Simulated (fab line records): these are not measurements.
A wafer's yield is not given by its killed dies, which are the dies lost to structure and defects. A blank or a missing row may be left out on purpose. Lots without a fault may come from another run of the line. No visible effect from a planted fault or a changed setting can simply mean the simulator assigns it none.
fab line records + flow sky130
[record]
- lots = 5
- wafers = 15
- last_day = 49
route steps=708 shown RES_XHIGH@334 SD_N@342
lots untouched by any fault: they come from a run of this same line in which no faults occurred
start_h: hours from the record's opening day to when the first of the lot's shown wafers began + wait_h: hours from the lot's prior step to this one + " as in the row above + L1.1+2: a row that stands for several wafers + - no value, or no start was given + * or withheld: withheld + < > ~ a bound
route shown NAME@n: NAME is a module with steps in the file, n the number in the route of the first one + usual: the fault-free wafers' mean and standard deviation + same: alike in all rows + chamber/n: place in a boat + sites: per-site readings + _std_site: how widely they spread, as a standard deviation + _edge_site: inner sites' mean taken away from outer sites' mean + radius_mm: for every site, how far away it sits from the centre of the wafer + mask NAME#n: copy n + behind: tool/chamber where the wafer was last shaped + hold: why the lot went on hold/how many hours it stayed there/how the hold came to an end + device: transistor that didn't switch, given as n, p or np + end of line: the tests these same wafers got at the end of their route + where a step has no rows: the recipe by itself + killed: count of dies lost to structure and defects at first sort (not the wafer's yield) + map: per-die view of a wafer (x killed, . not killed, _ where there is no die)
set.NAME: the setting as run; set.NAME@STEP: as run at that earlier step + model.NAME: the simulator's own value behind a step, which no gauge read
certain route steps with their lots: each step a table, each wafer a row
services: from which hour (start_h, from the record's first day; less than 0 if before it) a tool's chamber was out of use, for how many hours, and why
[[steps]]
[step SKY_RES_XHIGH_COAT_02]
[recipe]
- resist = NOVOLAK
- spin_rpm = 3000
- resist_thk_nm = 1140
[step SKY_RES_XHIGH_SOFTBAKE_03]
[recipe]
- temp_c = 90
- time_s = 60
- resist = NOVOLAK
[step SKY_RES_XHIGH_EXPOSE_04]
[recipe]
- mask_id = URPM
- na = 0.6
- source_shape = conventional
- sigma_outer = 0.6
- polarization = unpolarized
- target_cd_nm = 1270
- dose_mj = 140
[step SKY_RES_XHIGH_PEB_05]
[recipe]
- temp_c = withheld
- time_s = *
- resist = NOVOLAK
[step SKY_RES_XHIGH_DEVELOP_06]
[recipe]
- resist = NOVOLAK
- developer = TMAH
- develop_time_s = 60
- dev_temp_c = 23
[step SKY_RES_XHIGH_IMPLANT_07]
[recipe]
- species = BF2
- energy_kev = 20
- dose_cm2 = 3.6e+14
- tilt_deg = 0
[step SKY_RES_XHIGH_STRIP_08]
[recipe]
- chemistry = O2/N2
- power_w = 1400
- pressure_mtorr = 1500
- platen_temp_c = withheld
- o2_flow_sccm = 3000
- n2_flow_sccm = 300
- overash_fraction = 0.5
[usual]
- chamber_pressure_mTorr = 1500.2/1.2
- drypump_motor_current_A = 5.95/0.26
- oes_product_au = 0.711/0.004
- strip_time_to_endpoint_s = 14.27/0.04
| lot.wafer | tool            | chamber | start_h | wait_h | chamber_pressure_mTorr | drypump_motor_current_A | oes_product_au | rf_hours_counter_h | strip_time_to_endpoint_s |
|-----------|-----------------|---------|---------|--------|------------------------|-------------------------|----------------|--------------------|--------------------------|
| L178.3    | plasma_asher-04 | 1       | 645.97  | 0.1    | 1502.1                 | 6.01                    | 0.700          | -                  | 14.27                    |
| L178.4    | "               | 0       | "       | "      | 1500.3                 | 6.05                    | 0.709          | -                  | 14.25                    |
| L178.5    | "               | 1       | "       | "      | 1500.1                 | 6.00                    | 0.710          | -                  | 14.23                    |
| L180.1    | plasma_asher-02 | 0       | 652.46  | 0.1    | 1498.7                 | 6.36                    | 0.713          | 93                 | 14.28                    |
| L180.3    | "               | 0       | "       | "      | 1499.1                 | 6.37                    | 0.708          | -                  | 14.28                    |
| L180.6    | "               | 1       | "       | "      | 1501.1                 | 5.53                    | 0.709          | -                  | 14.24                    |
| L186.2    | plasma_asher-02 | 1       | 702.77  | 0.1    | 1500.7                 | 5.53                    | 0.714          | 97                 | 14.27                    |
| L186.3    | "               | 0       | "       | "      | 1500.1                 | 6.37                    | 0.708          | -                  | 14.22                    |
| L186.5    | "               | 1       | "       | "      | 1500.0                 | 5.53                    | 0.708          | -                  | 14.28                    |
| L193.1    | plasma_asher-02 | 0       | 752.39  | 0.1    | 1499.1                 | 6.36                    | 0.706          | 1                  | 14.28                    |
| L193.2    | "               | 1       | "       | "      | 1500.4                 | 5.53                    | 0.713          | 1                  | 14.29                    |
| L193.3    | "               | 0       | "       | "      | 1500.6                 | 6.40                    | 0.715          | -                  | 14.24                    |
| L196.1    | plasma_asher-04 | 1       | 773.44  | 0.1    | 1501.0                 | 6.01                    | 0.705          | 95                 | 14.32                    |
| L196.2    | "               | 0       | "       | "      | 1500.1                 | 6.04                    | 0.716          | 95                 | 14.30                    |
| L196.4    | "               | 0       | "       | "      | 1501.5                 | 6.06                    | 0.714          | -                  | 14.33                    |
[step SKY_RES_XHIGH_TW_MEAS_09]
[usual]
- RES_XHIGH_TW = 1657/18
| lot.wafer | tool          | chamber | start_h | wait_h | RES_XHIGH_TW |
|-----------|---------------|---------|---------|--------|--------------|
| L178.3    | film_metro-02 | -       | 646.06  | 0.1    | 1643         |
| L178.4    | "             | -       | "       | "      | 1643         |
| L178.5    | "             | -       | "       | "      | 1645         |
| L180.1    | film_metro-02 | -       | 652.56  | 0.1    | 1652         |
| L180.3    | "             | -       | "       | "      | 1639         |
| L180.6    | "             | -       | "       | "      | 1649         |
| L186.2    | film_metro-01 | -       | 702.88  | 0.1    | 1680         |
| L186.3    | "             | -       | "       | "      | 1685         |
| L186.5    | "             | -       | "       | "      | 1685         |
| L193.1    | film_metro-02 | -       | 752.49  | 0.1    | 1643         |
| L193.2    | "             | -       | "       | "      | 1636         |
| L193.3    | "             | -       | "       | "      | 1635         |
| L196.1    | film_metro-01 | -       | 773.54  | 0.1    | 1662         |
| L196.2    | "             | -       | "       | "      | 1671         |
| L196.4    | "             | -       | "       | "      | 1667         |
[step SKY_SD_N_DEHYDRATE_00]
[recipe]
- temp_c = 200
- time_s = 60
[step SKY_SD_N_HMDS_01]
[recipe]
- prime_time_s = 60
- prime_temp_c = 120
[step SKY_SD_N_COAT_02]
[recipe]
- resist = NOVOLAK
- spin_rpm = 3000
- resist_thk_nm = 1140
[step SKY_SD_N_SOFTBAKE_03]
[recipe]
- temp_c = 90
- time_s = 60
- resist = NOVOLAK
[step SKY_SD_N_EXPOSE_04]
[recipe]
- mask_id = NSDM
- na = 0.6
- source_shape = conventional
- sigma_outer = 0.6
- polarization = unpolarized
- target_cd_nm = 380
- dose_mj = 141
[usual]
- reticle_temp_C = 22.98/0.11
| lot.wafer | tool             | chamber | start_h | wait_h | mask      | reticle_temp_C |
|-----------|------------------|---------|---------|--------|-----------|----------------|
| L178.3    | iline_stepper-01 | 0       | 660.55  | -      | NSDM#0    | 22.97          |
| L178.4    | "                | 0       | "       | "      | NSDM#0    | 23.05          |
| L178.5    | "                | 0       | "       | "      | NSDM#0    | 23.13          |
| L180.1    | iline_stepper-02 | 0       | 666.49  | -      | NSDM_R1#0 | 22.93          |
| L180.3    | "                | 0       | "       | "      | NSDM_R1#0 | 23.01          |
| L180.6    | "                | 0       | "       | "      | NSDM_R1#0 | 22.93          |
| L186.2    | iline_stepper-01 | 0       | 717.93  | -      | NSDM#0    | 22.97          |
| L186.3    | "                | 0       | "       | "      | NSDM#0    | 22.93          |
| L186.5    | "                | 0       | "       | "      | NSDM#0    | 22.91          |
| L193.1    | iline_stepper-02 | 0       | 765.53  | -      | NSDM#0    | 23.02          |
| L193.2    | "                | 0       | "       | "      | NSDM#0    | 23.12          |
| L193.3    | "                | 0       | "       | "      | NSDM#0    | 22.96          |
| L196.1    | iline_stepper-02 | 0       | 786.23  | -      | NSDM#0    | 22.99          |
| L196.2    | "                | 0       | "       | "      | NSDM#0    | 23.08          |
| L196.4    | "                | 0       | "       | "      | NSDM#0    | 23.10          |
[step SKY_SD_N_PEB_05]
[recipe]
- temp_c = withheld
- time_s = *
- resist = NOVOLAK
[step SKY_SD_N_DEVELOP_06]
[recipe]
- resist = NOVOLAK
- developer = TMAH
- develop_time_s = 60
- dev_temp_c = 23
[step SKY_SD_N_CD_MEAS_07]
[recipe]
- target_cd_nm = 380
[usual]
- cd_nm = 379.9/2.5
| lot.wafer | tool      | chamber | start_h | wait_h | cd_nm |
|-----------|-----------|---------|---------|--------|-------|
| L178.3    | cd_sem-01 | -       | 673.90  | 0.1    | 378.3 |
| L178.4    | "         | -       | "       | "      | 378.0 |
| L178.5    | "         | -       | "       | "      | 378.1 |
| L180.1    | cd_sem-02 | -       | 681.07  | 0.1    | 332.6 |
| L180.3    | "         | -       | "       | "      | 334.4 |
| L180.6    | "         | -       | "       | "      | 332.3 |
| L186.2    | cd_sem-02 | -       | 731.18  | 0.1    | 383.4 |
| L186.3    | "         | -       | "       | "      | 383.6 |
| L186.5    | "         | -       | "       | "      | 381.8 |
| L193.1    | cd_sem-01 | -       | 779.57  | 0.1    | 376.2 |
| L193.2    | "         | -       | "       | "      | 376.0 |
| L193.3    | "         | -       | "       | "      | 375.5 |
| L196.1    | cd_sem-02 | -       | 798.72  | 0.1    | 378.2 |
| L196.2    | "         | -       | "       | "      | 378.9 |
| L196.4    | "         | -       | "       | "      | 377.7 |
[step SKY_SD_N_OVL_MEAS_08]
[usual]
- SD_N_OVL = -1.3/1.3
| lot.wafer | tool       | chamber | start_h | wait_h | SD_N_OVL[nm] |
|-----------|------------|---------|---------|--------|--------------|
| L178.3    | overlay-01 | -       | 673.99  | 0.1    | -4.0         |
| L178.4    | "          | -       | "       | "      | -3.8         |
| L178.5    | "          | -       | "       | "      | -1.3         |
| L180.1    | overlay-01 | -       | 681.19  | 0.1    | -1.3         |
| L180.3    | "          | -       | "       | "      | -1.5         |
| L180.6    | "          | -       | "       | "      | 0.2          |
| L186.2    | overlay-02 | -       | 731.29  | 0.1    | -1.5         |
| L186.3    | "          | -       | "       | "      | -1.1         |
| L186.5    | "          | -       | "       | "      | -0.8         |
| L193.1    | overlay-01 | -       | 779.69  | 0.1    | 0.5          |
| L193.2    | "          | -       | "       | "      | 1.1          |
| L193.3    | "          | -       | "       | "      | 0.1          |
| L196.1    | overlay-02 | -       | 798.84  | 0.1    | -1.9         |
| L196.2    | "          | -       | "       | "      | -1.1         |
| L196.4    | "          | -       | "       | "      | -3.4         |
[[services]]
| tool             | chamber | start_h | hours | kind       |
|------------------|---------|---------|-------|------------|
| plasma_asher-04  | -       | 633.38  | 4.5   | repair     |
| plasma_asher-02  | -       | 639.77  | 2.2   | repair     |
| iline_stepper-02 | -       | 660.03  | 1.7   | pm         |
| iline_stepper-01 | -       | 671.37  | 1.7   | pm         |
| plasma_asher-02  | -       | 673.65  | 13.0  | repair     |
| iline_stepper-01 | -       | 677.04  | 3.7   | repair     |
| plasma_asher-04  | -       | 683.46  | 4.0   | pm         |
| iline_stepper-02 | -       | 704.96  | 18.8  | repair     |
| plasma_asher-02  | -       | 733.75  | 9.0   | pm         |
| plasma_asher-02  | 0       | 733.75  | 9.0   | vent_cycle |
| plasma_asher-02  | 1       | 733.75  | 9.0   | vent_cycle |
| plasma_asher-02  | 0       | 742.75  | -     | clean      |
| plasma_asher-02  | 1       | 742.75  | -     | clean      |
| iline_stepper-02 | -       | 779.63  | 4.4   | pm         |
[[key]]
[first_sign]
- step = SKY_SD_N_EXPOSE_04
- reading = mask
- direction = changed
[effect]
- step = SKY_SD_N_CD_MEAS_07
- reading = cd_nm
- direction = down
- sigmas = 19
- usual = 379.9
- struck = 333.1
met_at SKY_SD_N_EXPOSE_04
struck_wafers L180.1,L180.3,L180.6
sort_left_out L180.1,L180.3,L180.6
tester_left_out L180
[fault]
- kind = wrong_mask
- tool = any
- chamber = -
- onset_h = 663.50
- steps = SKY_SD_N_EXPOSE_04
- aux_copy = NSDM_R1#0
- cd_offset_nm = -46
- scope = struck_lots_only
// tester_left_out: of these lots the tester's yield and bins aren't shown, on N5 and GAA mostly nor the transistor test; their killed dies are dies lost to structure and defects alone, not to doping, threshold or leakage, so they don't give the yield
// sort_left_out: the simulated sort isn't trusted on such a fault, so these wafers' sort isn't shown, and their yield isn't known
